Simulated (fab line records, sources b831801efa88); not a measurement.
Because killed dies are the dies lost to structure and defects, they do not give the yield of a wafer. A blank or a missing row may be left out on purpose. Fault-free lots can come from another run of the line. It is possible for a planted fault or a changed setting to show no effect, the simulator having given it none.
Matching of chambers :: flow sky130 :: SKY_FIELD_ISO_CMP_27 on cmp-02 has 4 sister chambers
The step polishes, stops on Si3N4, t overpolish 16 s, target thk 457.8 nm. 8 wafers are shown with their chamber, then 12 later ones without.

## WAFERS PAIRED WITH THEIR CHAMBERS
wafer: L083.2
chamber: 2
motor_current_A (A): 12.3
time_to_endpoint_s (s): 118

wafer: L083.6
chamber: 3
motor_current_A (A): 11.7
time_to_endpoint_s (s): 117

wafer: L089.1
chamber: 3
motor_current_A (A): 12.0
time_to_endpoint_s (s): 119

wafer: L089.2
chamber: 1
motor_current_A (A): 11.9
time_to_endpoint_s (s): 114

wafer: L089.5
chamber: 0
motor_current_A (A): 10.2
time_to_endpoint_s (s): 111

wafer: L090.3
chamber: 0
motor_current_A (A): 10.2
time_to_endpoint_s (s): 106

wafer: L090.4
chamber: 2
motor_current_A (A): 12.6
time_to_endpoint_s (s): 115

wafer: L090.5
chamber: 1
motor_current_A (A): 12.0
time_to_endpoint_s (s): 108

## WAFERS WITH NO CHAMBER GIVEN
wafer: L092.1
motor_current_A (A): 12.6
time_to_endpoint_s (s): 116

wafer: L092.5
motor_current_A (A): 9.6
time_to_endpoint_s (s): 105

wafer: L092.6
motor_current_A (A): 11.6
time_to_endpoint_s (s): 109

wafer: L094.2
motor_current_A (A): 12.1
time_to_endpoint_s (s): 112

wafer: L094.3
motor_current_A (A): 12.7
time_to_endpoint_s (s): 110

wafer: L094.4
motor_current_A (A): 12.8
time_to_endpoint_s (s): 105

wafer: L095.1
motor_current_A (A): 12.1
time_to_endpoint_s (s): 123

wafer: L095.4
motor_current_A (A): 12.6
time_to_endpoint_s (s): 118

wafer: L095.5
motor_current_A (A): 12.8
time_to_endpoint_s (s): 123

wafer: L097.1
motor_current_A (A): 10.6
time_to_endpoint_s (s): 107

wafer: L097.3
motor_current_A (A): 11.8
time_to_endpoint_s (s): 107

wafer: L097.4
motor_current_A (A): 12.0
time_to_endpoint_s (s): 115

## EACH ONE'S CHAMBER
wafer: L092.1
from the rows above: 2
in truth: 2

wafer: L092.5
from the rows above: 0
in truth: 0

wafer: L092.6
from the rows above: can't be placed: 1 or 3
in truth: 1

wafer: L094.2
from the rows above: can't be placed: 1 or 3 or 2
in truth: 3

wafer: L094.3
from the rows above: 2
in truth: 2

wafer: L094.4
from the rows above: can't be placed: 2 or 1
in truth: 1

wafer: L095.1
from the rows above: can't be placed: 3 or 2 or 1
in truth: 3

wafer: L095.4
from the rows above: 2
in truth: 2

wafer: L095.5
from the rows above: 2
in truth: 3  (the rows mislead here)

wafer: L097.1
from the rows above: 0
in truth: 0

wafer: L097.3
from the rows above: can't be placed: 1 or 3
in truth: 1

wafer: L097.4
from the rows above: can't be placed: 1 or 3 or 2
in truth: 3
Correctly placed: 5 of 12. From these rows, 6 cannot be placed; in 6 the true chamber is one of the candidates. Number placed wrongly: 1.
How it was worked out, from the rows above alone: a wafer's distance from a chamber is the root of the sum, over the readings, of the square of ((its reading less the chamber's mean) divided by the reading's scatter). If the next closest chamber is less than 2 further off than the closest, the wafer can't be placed; otherwise it belongs to the closest. A chamber's mean is the mean of its shown wafers. How the scatter is found: for the shown wafers, subtract from each reading the mean of its chamber, square and add these, divide the total by (wafers less chambers), then take the root.
